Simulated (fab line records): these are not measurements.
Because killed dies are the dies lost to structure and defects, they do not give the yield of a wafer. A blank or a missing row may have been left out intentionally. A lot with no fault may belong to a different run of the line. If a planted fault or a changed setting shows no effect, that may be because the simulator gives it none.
Struck lot and sound lot, side by side | flow sky130 | 17 out of 708 route steps
Sound: the wafers L736.3, L736.4, L736.5. The struck wafers were L727.1, L727.3, L727.4. The cause is given at the end.
For every step that has rows: the tool of each side, followed by ch and its chambers, followed by its first start. Under that, the readings that differ: sound wafers | struck wafers | difference of the means | sigmas: that difference in standard deviations of wafers without a fault.
alike: readings with means less than 2 such deviations apart, plus words and numbers identical on both sides. not compared: withheld readings, readings lacking a value on some wafer, bounds such as >300 that could conceal the same value, and numbers that have no deviation in the record and whose values overlap.
The two part at a step that has a row with sigmas, a row that says differs or no value, or rows on one side only. When numbers do not overlap yet have no deviation, they are printed without sigmas and do not part them. A reading missing from all wafers of one side parts the sides only when that side holds two or more wafers.

first, 3 steps without rows for these wafers: SKY_LI_CONTACT_EXPOSE_09 (exposes mask LICM1, target cd 170 nm); SKY_LI_CONTACT_PEB_10; SKY_LI_CONTACT_DEVELOP_11 (develop time 60 s).
SKY_LI_CONTACT_CD_MEAS_12: the cd target is 170 nm.
  struck on cd_sem-02, day 33 03:52; sound on cd_sem-01, day 35 19:46
  alike: cd_nm
SKY_LI_CONTACT_OVL_MEAS_13:
  struck on overlay-01, day 33 03:59; sound on overlay-01, day 35 19:51
  alike: LI_CONTACT_OVL
SKY_LI_CONTACT_ETCH_14: etches BARC in N2/H2, stops on SiO2, time 45.9 s, target depth 60 nm.
  sound on rie_diel-03 ch 1,2, day 35 19:53; struck on rie_diel-03 ch 0,2,3, day 33 04:01
  alike: drypump_motor_current_A, oes_product_au, throttle_valve_pct
  not compared: rf_hours_counter_h
SKY_LI_CONTACT_ETCH_15: etches PSG in C4F8/O2/Ar, stops on Si, target depth 600 nm.
  sound on rie_diel-03 ch 1,2, day 35 19:55; struck on rie_diel-03 ch 0,2,3, day 33 04:04
  alike: oes_product_au
SKY_LI_CONTACT_STRIP_16: strips in O2/N2.
  sound on plasma_asher-01 ch 0,1, day 35 20:02; struck on plasma_asher-03 ch 0,1, day 33 04:09
  alike: drypump_motor_current_A, oes_product_au, strip_time_to_endpoint_s
  not compared: rf_hours_counter_h
then, 2 steps without rows for these wafers: SKY_LI_CONTACT_CLEAN_17 (cleans in NMP, time 600 s); SKY_LI_CONTACT_PRE_CLEAN_18 (time 5.6 s).
SKY_LI_CONTACT_SPUTTER_19: material Ti, target thk 20 nm, time 106.37 s.
  struck on pvd_sputter-02, day 33 04:28; sound on pvd_sputter-02, day 35 20:31
  alike: chamber_pressure_pa, substrate_temp_c, throttle_valve_pct
then, 1 step without rows for these wafers: SKY_LI_CONTACT_SPUTTER_20 (material TiN, target thk 20 nm, time 80 s).
SKY_LI_CONTACT_CVD_21: deposits W, target thk 400 nm, time 120.56 s.
  sound on cvd_w-01 ch 0,1, day 35 20:41; struck on cvd_w-01 ch 0,1, day 33 04:36
  reading                                  | sound                | struck               | difference | sigmas
  susceptor_temp_C (C)                     | 399.90 399.75 400.10 | 397.95 397.56 397.64 | -2.20      | -10
  model.W_of_LI_CONTACT_CVD_21.thk_nm (nm) | 396.2 398.9 397.9    | 384.6 386.1 388.4    | -11.3      |
  alike: heater_power_w
SKY_LI_CONTACT_RS_MEAS_22: uses a four-point probe to measure.
  struck on film_metro-04, day 33 04:43; sound on film_metro-02, day 35 20:49
  reading                  | sound                | struck               | difference | sigmas
  LI_CONTACT_W_RS (ohm/sq) | 0.2875 0.2859 0.2864 | 0.2957 0.2947 0.2931 | +0.0079    | +3
SKY_LI_CONTACT_THK_MEAS_23: measures by xrf.
  struck on film_metro-04, day 33 04:50; sound on film_metro-02, day 35 20:55
  reading               | sound       | struck      | difference | sigmas
  LI_CONTACT_W_THK (nm) | 397 399 399 | 378 376 381 | -20        | -3
SKY_LI_CONTACT_CMP_24: polishes, stops on PSG, t overpolish 20 s, target thk 0 nm.
  sound on cmp-02 ch 0,2,3, day 35 20:57; struck on cmp-02 ch 0,2,3, day 33 04:57
  alike: motor_current_A, overpolish_run_s, slurry_flow_ml_min, time_to_endpoint_s
after that, 1 step had no rows for these wafers: SKY_PAD_OPEN_PROBE_99.

## WHERE THEY PART
Earliest at SKY_LI_CONTACT_CVD_21; latest, in this record, at SKY_LI_CONTACT_THK_MEAS_23. Later steps at which nothing parts them and some readings are alike: SKY_LI_CONTACT_CMP_24.

WHY: the cause the simulator had injected
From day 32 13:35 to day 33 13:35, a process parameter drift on cvd_w-01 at SKY_LI_CONTACT_CVD_21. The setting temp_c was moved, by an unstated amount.
